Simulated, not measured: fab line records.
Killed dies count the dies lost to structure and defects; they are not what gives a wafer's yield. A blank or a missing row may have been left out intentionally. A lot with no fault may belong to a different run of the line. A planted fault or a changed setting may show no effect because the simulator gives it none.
Which tool was responsible?    flow gf180mcu    12 lots with 36 wafers sampled at 5 steps, on a route of 602 steps

WHAT THE GAUGES READ, wafer by wafer
GF_VT_IMPLANT_OVL_MEAS_07. Usual: for VT_IMPLANT_OVL the level is -0.2 nm and the standard deviation is 1.3.
lot   measured      on          VT_IMPLANT_OVL (nm)  flag
L547  day 5 15:43   overlay-01  -1.0 -0.2 -1.1       
L549  day 6 02:46   overlay-02  0.9 1.4 -2.0         
L550  day 6 11:16   overlay-01  -1.7 -1.6 0.0        
L552  day 6 21:24   overlay-02  -1.1 1.8 -0.2        
L558  day 8 14:18   overlay-01  - - -                OFF
L562  day 9 20:57   overlay-02  -1.9 -1.0 -0.9       
L563  day 10 00:51  overlay-02  -2.6 -0.7 -1.2       
L564  day 10 10:54  overlay-02  -2.4 -1.4 -1.5       
L565  day 10 12:08  overlay-01  1.3 1.2 1.7          
L568  day 10 22:58  overlay-02  -0.9 -0.8 0.5        
L569  day 11 10:58  overlay-02  -1.9 -0.8 -1.1       
L570  day 11 16:21  overlay-01  0.5 0.9 -0.8         

GF_VT_IMPLANT_TW_MEAS_10. Usual: for VT_IMPLANT_TW the level is 567.8 and the standard deviation is 2.7.
lot   measured      on             VT_IMPLANT_TW                  flag
L547  day 5 16:01   film metro-03  567.1 569.4 567.8              
L549  day 6 03:02   film metro-03  568.6 571.7 569.2              
L550  day 6 11:33   film metro-04  568.7 567.4 569.7              
L552  day 6 21:41   film metro-01  570.7 572.6 570.7              
L558  day 8 14:35   film metro-04  30.3 30.2 30.1 30.2 30.3 30.5  OFF
L562  day 9 21:14   film metro-01  568.0 569.0 570.2              
L563  day 10 01:08  film metro-03  570.9 567.3 566.1              
L564  day 10 11:11  film metro-01  570.9 567.8 567.9              
L565  day 10 12:26  film metro-01  565.6 565.6 567.1              
L568  day 10 23:15  film metro-03  565.6 568.1 569.6              
L569  day 11 11:16  film metro-04  563.1 563.2 563.3              
L570  day 11 16:38  film metro-01  570.1 573.1 568.6              

GF_M2_RS_MEAS_05: measures by four-point-probe. Usual: for M2_ALCU_RS the level is 0.0695 ohm/sq and the standard deviation is 0.0012.
lot   measured      on             M2_ALCU_RS (ohm/sq)   flag
L547  day 18 04:10  film metro-02  0.0676 0.0701 0.0677  
L549  day 18 22:25  film metro-03  0.0690 0.0691 0.0689  
L550  day 19 11:59  film metro-04  0.0700 0.0706 0.0719  
L552  day 20 04:50  film metro-02  0.0704 0.0697 0.0693  
L562  day 24 07:39  film metro-04  0.0703 0.0699 0.0698  
L563  day 24 13:52  film metro-04  0.0693 0.0685 0.0690  
L564  day 25 04:51  film metro-04  0.0694 0.0681 0.0692  
L565  day 25 03:28  film metro-03  0.0686 0.0694 0.0690  
L568  day 25 17:11  film metro-02  0.0680 0.0683 0.0681  
L569  day 26 07:09  film metro-02  0.0698 0.0699 0.0695  
L570  day 26 10:01  film metro-02  0.0689 0.0678 0.0682  

GF_M4_RS_MEAS_05: measures by four-point-probe. Usual: for M4_ALCU_RS the level is 0.0695 ohm/sq and the standard deviation is 0.0009.
lot   measured      on             M4_ALCU_RS (ohm/sq)   flag
L547  day 22 10:00  film metro-02  0.0704 0.0687 0.0701  
L549  day 23 02:32  film metro-03  0.0701 0.0689 0.0702  
L550  day 23 17:37  film metro-02  0.0699 0.0705 0.0690  
L552  day 24 09:24  film metro-04  0.0696 0.0695 0.0697  
L562  day 28 01:23  film metro-03  0.0705 0.0688 0.0691  
L563  day 28 07:31  film metro-04  0.0696 0.0688 0.0684  
L564  day 28 21:52  film metro-02  0.0707 0.0705 0.0703  
L565  day 28 19:53  film metro-03  0.0683 0.0678 0.0675  
L568  day 29 08:34  film metro-02  0.0687 0.0691 0.0688  
L569  day 29 21:10  film metro-04  0.0690 0.0703 0.0683  
L570  day 30 00:04  film metro-04  0.0698 0.0698 0.0689  

WHICH TOOL RAN EACH LOT (tool, then ch and the chambers of the sampled wafers, then the start)
lot   GF_VT_IMPLANT_EXPOSE_04
L547  iline stepper-01 ch 0, day 5 09:35
L549  iline stepper-02 ch 0, day 5 19:29
L550  iline stepper-01 ch 0, day 6 04:21
L552  iline stepper-02 ch 0, day 6 13:51
L558  iline stepper-01 ch 0, day 8 06:04
L562  iline stepper-02 ch 0, day 9 12:23
L563  iline stepper-02 ch 0, day 9 15:45
L564  iline stepper-01 ch 0, day 10 02:14
L565  iline stepper-01 ch 0, day 10 03:24
L568  iline stepper-01 ch 0, day 10 14:12
L569  iline stepper-01 ch 0, day 11 01:44
L570  iline stepper-02 ch 0, day 11 06:43
- GF_VT_IMPLANT_EXPOSE_04: exposes mask LVPWELL LV AREA, target cd 600 nm.

WHAT THE TOOLS THEMSELVES READ (means of the sampled wafers that have a number; where no wafer has one, the mark that the record gives instead)
GF_VT_IMPLANT_EXPOSE_04. Usual: focus offset nm -0.1 nm, standard deviation 0.58.
lot   tool              focus offset nm (nm)  flag
L547  iline stepper-01  -0.0                  
L549  iline stepper-02  -0.3                  
L550  iline stepper-01  0.2                   
L552  iline stepper-02  0.2                   
L558  iline stepper-01  0.5                   
L562  iline stepper-02  -0.4                  
L563  iline stepper-02  0.3                   
L564  iline stepper-01  0.0                   
L565  iline stepper-01  -0.7                  
L568  iline stepper-01  0.1                   
L569  iline stepper-01  -0.7                  
L570  iline stepper-02  -0.1                  

THE ANSWER, worked out from the rows above alone
Rule: a lot is off if the mean of its wafers that have a number lies more than 3 standard deviations from the usual mean. Also off: a lot with no number at a reading for which 4 or more lots have one. Any other lot the step has rows for is counted as sound. Order of review: gauges by route order, followed by the tools' own readings, for which a lot's mean as printed above is used. At the first step where some lot is off, the reading lying furthest off is the one used; lots without a number count as furthest.
Off: at GF_VT_IMPLANT_OVL_MEAS_07 (VT_IMPLANT_OVL), L558. Without a number there: L558.
A tool fits if, at a process step before that reading, it ran every lot that is off, and no sound lot after the first of them. The gauges at GF_VT_IMPLANT_OVL_MEAS_07 aren't tried: what is off there is off at GF_VT_IMPLANT_TW_MEAS_10 too, on other tools, and a gauge's error can't cause that. Of those tried, none fits.

WHAT WAS PUT IN BY THE SIMULATOR
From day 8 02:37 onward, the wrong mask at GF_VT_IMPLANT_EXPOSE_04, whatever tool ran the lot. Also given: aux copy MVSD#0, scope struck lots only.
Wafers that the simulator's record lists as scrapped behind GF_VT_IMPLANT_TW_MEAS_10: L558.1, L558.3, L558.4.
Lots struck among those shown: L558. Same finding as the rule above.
